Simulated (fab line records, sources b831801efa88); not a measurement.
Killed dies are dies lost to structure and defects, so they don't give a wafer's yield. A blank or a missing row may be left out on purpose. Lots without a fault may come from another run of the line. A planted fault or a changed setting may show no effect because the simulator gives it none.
A struck lot beside a sound one | flow sky130 | 35 steps out of a route of 708
Sound: wafers L709.1, L709.2, L709.3. Struck: wafers L715.3, L715.5, L715.6. The cause comes at the end.
At each step with rows: each side's tool, then ch and its chambers, then its first start. Under that, the readings that differ: sound wafers | struck wafers | difference of the means | sigmas: that difference in standard deviations of wafers without a fault.
alike: readings whose means differ by less than 2 such deviations, and words and numbers that are the same on both sides. not compared: withheld readings, readings that some wafer has no value for, bounds like >300 that may hide the same value, and numbers for which the record gives no deviation and whose values overlap.
The two part at a step that has a row with sigmas, a row that says differs or no value, or rows on one side only. Numbers that don't overlap but have no deviation are shown without sigmas and don't part them. A reading that every wafer of one side lacks parts them only if that side has two wafers or more.

first, 10 steps without rows for these wafers: SKY_GATE_OXIDE_COAT_05 (resist thk 1140 nm); SKY_GATE_OXIDE_SOFTBAKE_06 (time 60 s); SKY_GATE_OXIDE_EXPOSE_07 (exposes mask LVOM, target cd 600 nm); SKY_GATE_OXIDE_PEB_08; SKY_GATE_OXIDE_DEVELOP_09 (develop time 60 s); SKY_GATE_OXIDE_IMPLANT_11; SKY_GATE_OXIDE_WET_ETCH_12 (etches SiO2 in dHF, target depth 16.8 nm, time 336 s); SKY_GATE_OXIDE_STRIP_13 (strips in O2/N2); SKY_GATE_OXIDE_CLEAN_15 (cleans in SC1/SC2, time 150 s); SKY_GATE_OXIDE_OXIDATION_16 (stabilise 600 s, purge 300 s, target thk 3.57 nm).
SKY_POLY_GATE_CVD_00: deposits poly-Si, target thk 180 nm, time 720 s.
  sound on lpcvd-01 ch 1, day 14 11:18; struck on lpcvd-01 ch 0, day 16 09:20
  reading                                       | sound             | struck            | difference | sigmas
  spike_tc_centre_C (C)                         | 621.5 623.2 621.7 | 597.2 598.0 595.8 | -25.1      | -23
  spike_tc_lower_C (C)                          | 620.3 619.4 620.1 | 625.4 625.4 622.7 | +4.6       | +4
  spike_tc_upper_C (C)                          | 616.8 619.1 618.4 | 622.6 622.4 622.8 | +4.5       | +3
  zone_power_lower_pct (%)                      | 9.2 9.4 9.2       | 10.6 10.4 10.5    | +1.2       | +3
  zone_power_upper_pct (%)                      | 8.8 8.8 8.7       | 9.8 9.7 9.8       | +1.0       | +2
  model.poly-Si_of_POLY_GATE_CVD_00.thk_nm (nm) | 180.4 180.3 180.1 | 162.7 171.7 174.5 | -10.6      |
  alike: zone_power_centre_pct
SKY_POLY_GATE_THK_MEAS_01:
  sound on film_metro-03, day 14 12:30; struck on film_metro-03, day 16 10:47
  reading                   | sound             | struck            | difference | sigmas
  POLY_GATE_CVD_00_THK (nm) | 180.4 180.4 179.9 | 162.6 171.7 174.7 | -10.6      | -7
  not compared: hold
then, 8 steps without rows for these wafers: SKY_RES_PROTECT_HMDS_01 (prime time 60 s); SKY_RES_PROTECT_COAT_02 (resist thk 1140 nm); SKY_RES_PROTECT_SOFTBAKE_03 (time 60 s); SKY_RES_PROTECT_EXPOSE_04 (exposes mask RPM, target cd 1270 nm); SKY_RES_PROTECT_PEB_05; SKY_RES_PROTECT_DEVELOP_06 (develop time 60 s); SKY_POLY_GATE_IMPLANT_02; SKY_RES_PROTECT_STRIP_07 (strips in O2/N2).
SKY_RES_PROTECT_CLEAN_09: cleans in SC1/SC2, time 150 s.
  sound on wet_bench-03 ch 1, day 15 14:13; struck on wet_bench-02 ch 2, day 17 16:14
  reading                                       | sound             | struck            | difference | sigmas
  temp_c (C)                                    | 69.78 69.68 69.75 | 70.13 70.09 70.09 | +0.37      | +3
  model.poly-Si_of_POLY_GATE_CVD_00.thk_nm (nm) | 179.7 179.7 179.4 | 162 171.1 173.9   | -11        |
then, 11 steps without rows for these wafers: SKY_POLY_GATE_CVD_03 (deposits Si3N4 from DCS/NH3, target thk 75 nm, time 1290 s); SKY_POLY_GATE_DEHYDRATE_05 (time 60 s); SKY_POLY_GATE_HMDS_06 (prime time 60 s); SKY_POLY_GATE_COAT_07 (resist thk 110 nm); SKY_POLY_GATE_COAT_08 (resist thk 450 nm); SKY_POLY_GATE_SOFTBAKE_09 (time 90 s); SKY_POLY_GATE_EXPOSE_10 (exposes mask P1M, target cd 150 nm); SKY_POLY_GATE_PEB_11; SKY_POLY_GATE_DEVELOP_12 (develop time 60 s); SKY_POLY_GATE_ETCH_15 (etches BARC in N2/H2, stops on SiO2, time 118.5 s, target depth 110 nm); SKY_POLY_GATE_ETCH_16 (etches Si3N4 in CH3F/O2, stops on poly-Si, time 147.5 s, target depth 75 nm).
SKY_POLY_GATE_ETCH_17: etches poly-Si in HBr/Cl2, stops on SiO2, target depth 180 nm, time 70.5 s.
  sound on rie_si-02 ch 1,2,3, day 16 23:28; struck on rie_si-02 ch 1,2, day 19 00:21
  reading                               | sound             | struck            | difference | sigmas
  oes_product_au (a.u.)                 | 0.984 0.975 0.979 | 0.928 0.961 0.966 | -0.028     | -4
  model.POLY_GATE.feature_depth_nm (nm) | 179.2 175.8 179.1 | 162 171.1 173.9   | -9         |
  model.etch.depth_nm (nm)              | 179.2 175.8 179.1 | 162 171.1 173.9   | -9         |
  alike: chamber_pressure_mTorr, drypump_motor_current_A, he_backside_leak_sccm, throttle_valve_pct
  not compared: rf_hours_counter_h
then, 1 step without rows for these wafers: SKY_POLY_GATE_STRIP_18 (strips in O2/N2).
-- the record jumps here: 29 days lie between the struck wafers' starts before and after (it left off in module POLY_GATE and takes up again in module PAD_OPEN, whose first step shown is number 708 of the route) --
SKY_PAD_OPEN_PROBE_99:
  sound on prober-01, day 46 02:29; struck on prober-01, day 47 13:22
  reading                             | sound             | struck            | difference | sigmas
  model.etest.res_high_po.line_ohm_um | 751.7 765.1 735.1 | 813.3 780.8 769   | +37.1      |
  model.etest.res_high_po.rs_ohm_sq   | 261.4 266.6 261.1 | 280.9 273.9 269.9 | +11.9      |
  model.etest.res_poly.rs_ohm_sq      | 48.16 48.68 47.75 | 52.69 50.29 49.39 | +2.59      |
  model.etest.cap_li_to_poly.c_af_um2 | 101.7 100.3 102.6 | 94.44 97.57 99.54 | -4.35      |
  alike: killed_at_M0_to_M3, killed_at_M4_up, killed_at_contacts, killed_at_front_end, killed_at_other, killed_dies, killed_open, killed_short
  not compared: model.etest.res_poly.line_ohm_um

WHERE THEY PART
First at SKY_POLY_GATE_CVD_00; last, within this record, at SKY_POLY_GATE_ETCH_17. Later steps at which nothing parts them and some readings are alike: SKY_PAD_OPEN_PROBE_99.

WHY: what the simulator had put in
Process parameter drift: lpcvd-01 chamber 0, from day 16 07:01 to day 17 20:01, at SKY_POLY_GATE_CVD_00. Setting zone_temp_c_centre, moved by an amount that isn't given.
